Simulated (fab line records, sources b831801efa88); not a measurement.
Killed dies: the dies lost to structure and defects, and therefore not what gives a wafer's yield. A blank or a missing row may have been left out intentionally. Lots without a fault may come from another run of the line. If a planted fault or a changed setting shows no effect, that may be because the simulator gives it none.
Which of the tools did it?    flow gf180mcu    Sampling: 14 lots, 42 wafers, 3 of 602 route steps

## WHAT THE GAUGES SHOWED, per wafer
GF_V2_RS_MEAS_24: uses a four-point probe to measure. Usual: V2_W_RS typically reads 0.325 ohm/sq, with standard deviation 0.006.
lot   measured      on             V2_W_RS (ohm/sq)   flag
L395  day 20 16:35  film_metro-04  0.329 0.319 0.322  
L398  day 21 13:35  film_metro-02  0.334 0.320 0.321  
L399  day 22 01:59  film_metro-01  0.329 0.336 0.328  
L401  day 22 19:10  film_metro-02  0.331 0.322 0.329  
L404  day 23 14:29  film_metro-04  0.326 0.325 0.324  
L405  day 23 22:57  film_metro-01  0.333 0.319 0.330  
L407  day 24 15:34  film_metro-01  0.331 0.319 0.329  
L411  day 25 20:50  film_metro-04  0.321 0.333 0.322  
L412  day 26 02:58  film_metro-01  0.284 0.293 0.293  OFF
L413  day 26 08:15  film_metro-04  0.313 0.315 0.315  
L414  day 26 16:35  film_metro-04  0.285 0.292 0.282  OFF
L415  day 27 00:09  film_metro-01  0.319 0.323 0.317  
L416  day 27 04:56  film_metro-04  0.319 0.329 0.317  
L418  day 27 20:46  film_metro-04  0.313 0.313 0.312  

GF_V2_THK_MEAS_25: measures by xrf. Usual: V2_W_THK typically reads 348 nm, with standard deviation 7.9.
lot   measured      on             V2_W_THK (nm)  flag
L395  day 20 16:41  film_metro-04  341 353 349    
L398  day 21 13:41  film_metro-02  333 343 343    
L399  day 22 02:07  film_metro-01  349 341 351    
L401  day 22 19:17  film_metro-02  332 342 336    
L404  day 23 14:36  film_metro-04  345 346 342    
L405  day 23 23:04  film_metro-01  340 354 343    
L407  day 24 15:39  film_metro-01  348 360 350    
L411  day 25 20:56  film_metro-04  349 335 348    
L412  day 26 03:05  film_metro-01  407 395 393    OFF
L413  day 26 08:22  film_metro-04  355 357 356    
L414  day 26 16:42  film_metro-04  392 384 396    OFF
L415  day 27 00:16  film_metro-01  359 354 361    
L416  day 27 05:01  film_metro-04  349 341 349    
L418  day 27 20:53  film_metro-04  355 356 356    

## WHICH TOOL RAN EACH LOT (tool, then ch and the chambers of the sampled wafers, then the start)
lot   GF_V2_CVD_23
L395  cvd_w-01 ch 0,1, day 20 16:29
L398  cvd_w-01 ch 0,1, day 21 13:29
L399  cvd_w-01 ch 0,1, day 22 01:53
L401  cvd_w-01 ch 0,1, day 22 19:03
L404  cvd_w-02 ch 1, day 23 14:16
L405  cvd_w-01 ch 0,1, day 23 22:49
L407  cvd_w-01 ch 0,1, day 24 15:25
L411  cvd_w-02 ch 0,1, day 25 20:42
L412  cvd_w-01 ch 0,1, day 26 02:51
L413  cvd_w-02 ch 0, day 26 08:08
L414  cvd_w-01 ch 0,1, day 26 16:28
L415  cvd_w-02 ch 0, day 27 00:01
L416  cvd_w-02 ch 0,1, day 27 04:47
L418  cvd_w-02 ch 0, day 27 20:33
- GF_V2_CVD_23: deposits W, target thk 350 nm, time 104.94 s.

## WHAT THE TOOLS THEMSELVES READ (means of the sampled wafers that have a number; where no wafer has one, the mark that the record gives instead)
GF_V2_CVD_23. Usual: chamber_pressure_Torr 40.00 Torr, standard deviation 0.093; heater_power_w 889 W, standard deviation 88.
lot   tool      chamber_pressure_Torr (Torr)  heater_power_w (W)  flag
L395  cvd_w-01  39.96                         926                 
L398  cvd_w-01  39.94                         933                 
L399  cvd_w-01  40.01                         933                 
L401  cvd_w-01  39.96                         839                 
L404  cvd_w-02  40.11                         882                 
L405  cvd_w-01  39.84                         875                 
L407  cvd_w-01  40.13                         866                 
L411  cvd_w-02  40.05                         873                 
L412  cvd_w-01  51.73                         859                 OFF
L413  cvd_w-02  40.04                         883                 
L414  cvd_w-01  51.66                         943                 OFF
L415  cvd_w-02  39.97                         882                 
L416  cvd_w-02  40.07                         874                 
L418  cvd_w-02  40.02                         872                 

## THE ANSWER, worked out from the rows above alone
Rule: take the mean of a lot's wafers that have a number; if it is more than 3 standard deviations from the usual mean, the lot is off. Also off: a lot with no number at a reading for which 4 or more lots have one. Where the step has rows for the other lots, those lots are counted as sound. The gauges are gone through in route order, then the tools' own readings, and for those a lot's mean is taken as printed above. At the first step where some lot is off, the reading lying furthest off is the one used; lots without a number count as furthest.
Off: at GF_V2_RS_MEAS_24 (V2_W_RS), L412, L414.
A tool fits if, at a process step before that reading, it ran every lot that is off, and no sound lot after the first of them. The gauges at GF_V2_RS_MEAS_24 aren't tried: what is off there is off at GF_V2_CVD_23 too, on other tools, and a gauge's error can't cause that. One candidate fits, namely cvd_w-01 at GF_V2_CVD_23. A fault onset in the window from L407 (day 24 15:25, its last sound lot) to L412 (day 26 02:51, its first lot off) fits.
The tool's own readings at GF_V2_CVD_23 bear it out: on the lots that are off they differ by more than 5 times the standard deviation of the sound lots' means. chamber_pressure_Torr reads 51.69 Torr there against 40.01 Torr on the sound lots.

## WHAT THE SIMULATOR HAD PUT IN
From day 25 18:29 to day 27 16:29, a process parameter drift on cvd_w-01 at GF_V2_CVD_23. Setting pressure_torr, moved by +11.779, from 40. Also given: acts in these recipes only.
Struck lots among those shown: L412, L414. The rule above found the same.
